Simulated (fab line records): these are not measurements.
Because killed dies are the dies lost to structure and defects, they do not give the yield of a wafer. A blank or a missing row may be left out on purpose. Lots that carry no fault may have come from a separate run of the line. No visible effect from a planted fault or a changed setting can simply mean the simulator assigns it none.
Problem report in the 8D (eight disciplines) form, filled by code | flow sky130 | the parts of the form that need people (team, actions taken, sign-off) are left out

1. THE ISSUE
killed-at-front-end at SKY_PAD_OPEN_PROBE_99 reads a mean of 201 on 5 wafers of 2 lots; wafers without a fault read 15 with a standard deviation of 4.5. That is +41 standard deviations from the usual mean.
Seen first at day 49 12:40 on prober-01, wafer L569.2. At this step, 5 wafers from 2 lots have a number in the record. Rule for "out", or "out of limits": more than 4 standard deviations from the usual mean. The rest of the wafers with a number are treated as sound.

2. WHAT IT IS; WHAT IT IS NOT
question                    | is                                              | is not
which readings at this step | killed-at-front-end, killed-dies, killed-on-rim | killed_at_M4_up, killed-at-contacts, killed-open
which lots                  | L569, L570                                      | -
which wafers of those lots  | all that have a number                          | -
read on which tools         | prober-01, prober-02                            | -
when                        | from day 49 12:40                               | up to then (0 sound wafers)

3. WHAT RULES OUT EACH SUSPECT
Counting: a tool at any process step up to the reading remains a suspect when it ran all the lots that are out and ran no sound lot after the first of those.
- furnace-01 at SKY_SONOS_ONO_OXIDATION_00 (stabilise 600 s, purge 300 s, target thk 2.6 nm): kept. It ran every lot that is out, first L569 (day 16 17:25), and no sound lot after that.
The count leaves furnace-01 at SKY_SONOS_ONO_OXIDATION_00.

4. THE CAUSE (what the simulator had put in)
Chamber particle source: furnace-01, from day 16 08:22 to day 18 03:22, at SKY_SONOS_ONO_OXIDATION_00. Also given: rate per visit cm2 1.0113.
After counting, this tool was the only one left.

5. SEQUENCE OF EFFECTS, ordered by route
One row per reading whose mean, taken over the struck wafers that have a number, lies over 3 standard deviations from the usual. Only readings for which the record gives a usual standard deviation are gone through. hours: the time from each lot's start at the first step in this table that gives one to its start at this step, as a median over the lots. sigmas: the change in usual standard deviations.
hours | step                  | reading             | usual | on struck wafers | change | sigmas
0     | SKY_PAD_OPEN_PROBE_99 | killed-at-front-end | 15    | 201              | +186   | +41
0     | SKY_PAD_OPEN_PROBE_99 | killed-dies         | 84    | 258              | +174   | +17
0     | SKY_PAD_OPEN_PROBE_99 | killed-on-rim       | 17    | 51               | +34    | +9.0
Process steps it contains:
- SKY_PAD_OPEN_PROBE_99

6. WHAT WOULD HAVE CAUGHT IT SOONER
The fault began at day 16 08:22; the first out-of-limits reading in this record came at day 49 12:40, 796 hours later.
No tool reading at SKY_SONOS_ONO_OXIDATION_00 that has a usual standard deviation in the record was out on any struck wafer, so an alarm limit of 4 standard deviations on those readings would not have fired.
All the lots that are out (2) had begun SKY_SONOS_ONO_OXIDATION_00 on furnace-01 by day 49 12:40. Tool hold at that time: it would have spared none of them.
